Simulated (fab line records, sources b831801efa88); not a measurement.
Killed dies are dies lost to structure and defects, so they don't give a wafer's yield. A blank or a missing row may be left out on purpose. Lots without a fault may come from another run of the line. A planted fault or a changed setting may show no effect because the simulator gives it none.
One fault seen from 2 desks | flow gf180mcu | each desk has only its own numbers; what lay behind them comes last

THE TOOL OWNER'S DESK: pecvd-03
The tool's own readings at GF_MIM_CVD_05 (deposits Si3N4, target thk 42 nm, time 29.086 s): means of the sampled wafers that have a number, for each lot that ran on this tool. A lot is out of limits, marked OUT, if its mean lies more than 4 standard deviations from the usual mean; the brackets give that distance.
Columns: A = heater_power_w at GF_MIM_CVD_05, usual 695 W
lot  | first seen here | A
L641 | day 25 05:47    | 770
L646 | day 26 18:52    | 777
L647 | day 27 05:36    | 750
L655 | day 29 17:52    | 743
L656 | day 29 22:50    | 731
L659 | day 30 17:46    | 715
L662 | day 31 12:02    | 678
This desk's finding: nothing out of limits on any of the 7 lots.

THE METROLOGY DESK
What the gauges read, lot by lot, whatever tool the lot ran on: means of the sampled wafers that have a number. A lot is out of limits, marked OUT, if its mean lies more than 4 standard deviations from the usual mean; the brackets give that distance.
Columns: A = V3_CVD_00_THK at GF_V3_THK_MEAS_01, usual 598 nm; B = MIM_CVD_05_THK at GF_MIM_THK_MEAS_06, usual 41.9 nm
lot  | first seen here | A   | B
L639 | day 21 12:32    | 600 | 41.6
L641 | day 22 05:38    | 601 | 42.0
L646 | day 23 20:46    | 595 | 44.3 (+4.2) OUT
L647 | day 24 09:58    | 597 | 43.5
L649 | day 25 02:58    | 597 | 42.5
L655 | day 27 02:27    | 599 | 42.4
L656 | day 27 06:16    | 598 | 41.9
L657 | day 27 18:37    | 592 | 42.1
L659 | day 28 02:45    | 605 | 41.7
L660 | day 28 11:52    | 595 | 42.3
L661 | day 28 12:55    | 591 | 42.1
L662 | day 28 23:59    | 601 | 42.1
This desk's finding: out of limits on L646; first on L646, day 26 18:55 (MIM_CVD_05_THK at GF_MIM_THK_MEAS_06). In limits: L639, L641, L647, L649, L655, L656, L657, L659, L660, L661, L662.

PUT TOGETHER
The metrology desk could have raised an alarm at day 26 18:55, on L646.
The tool owner's desk saw nothing out of limits.
The tool owner's desk has L646 on record, within its limits.
Of the lots named, all ran GF_MIM_CVD_05 on pecvd-03.

WHAT THE SIMULATOR HAD PUT IN
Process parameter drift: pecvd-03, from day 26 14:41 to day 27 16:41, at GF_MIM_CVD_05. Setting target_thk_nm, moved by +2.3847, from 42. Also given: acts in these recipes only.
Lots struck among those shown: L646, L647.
Hours from the fault's start to each desk's first reading out of limits: the metrology desk, 4.
